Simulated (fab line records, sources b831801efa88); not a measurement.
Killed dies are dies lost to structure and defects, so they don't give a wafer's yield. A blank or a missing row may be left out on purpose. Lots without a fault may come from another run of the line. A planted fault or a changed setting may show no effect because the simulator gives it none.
Which tool did it? | flow gf180mcu | 6 lots, 18 wafers sampled, at 2 steps of a route of 602

WHAT THE GAUGES READ, wafer by wafer
GF_V5_BOW_MEAS_05.
lot  | measured     | on            | V5_BOW (um)
L952 | day 27 15:45 | film_metro-02 | 109 120 121
L955 | day 28 11:07 | film_metro-02 | 127 144 142
L958 | day 29 08:37 | film_metro-04 | 130 129 123
L961 | day 30 04:08 | film_metro-01 | 128 136 125
L963 | day 30 22:49 | film_metro-02 | 130 133 142
L966 | day 31 18:31 | film_metro-04 | 117 128 118

WHICH TOOL RAN EACH LOT (tool, then ch and the chambers of the sampled wafers, then the start)
lot  | GF_V5_CMP_04
L952 | cmp-02 ch 0,2, day 27 15:29
L955 | cmp-01 ch 1,2, day 28 10:46
L958 | cmp-02 ch 0,2, day 29 08:21
L961 | cmp-02 ch 0,2, day 30 03:49
L963 | cmp-01 ch 0,2,3, day 30 22:36
L966 | cmp-02 ch 1,2, day 31 18:12
- GF_V5_CMP_04: polishes SiO2.

THE ANSWER, worked out from the rows above alone
Rule: what is usual is taken from the lots themselves. Put in order of their means at a reading, lots are off if they are a third of the lots or fewer, leave a main group of 4 or more, and stand apart from it by a gap of 3 or more times the standard deviation of the main group's means; of several such gaps the widest counts. A main group whose means are all the same, to the digits that the tables above print for the reading, isn't used. A lot without any number at a reading at which 4 lots or more have one is off too. The other lots that the step has rows for count as sound.
No lot is off at any reading shown: from this, nothing can be told.

WHAT THE SIMULATOR HAD PUT IN
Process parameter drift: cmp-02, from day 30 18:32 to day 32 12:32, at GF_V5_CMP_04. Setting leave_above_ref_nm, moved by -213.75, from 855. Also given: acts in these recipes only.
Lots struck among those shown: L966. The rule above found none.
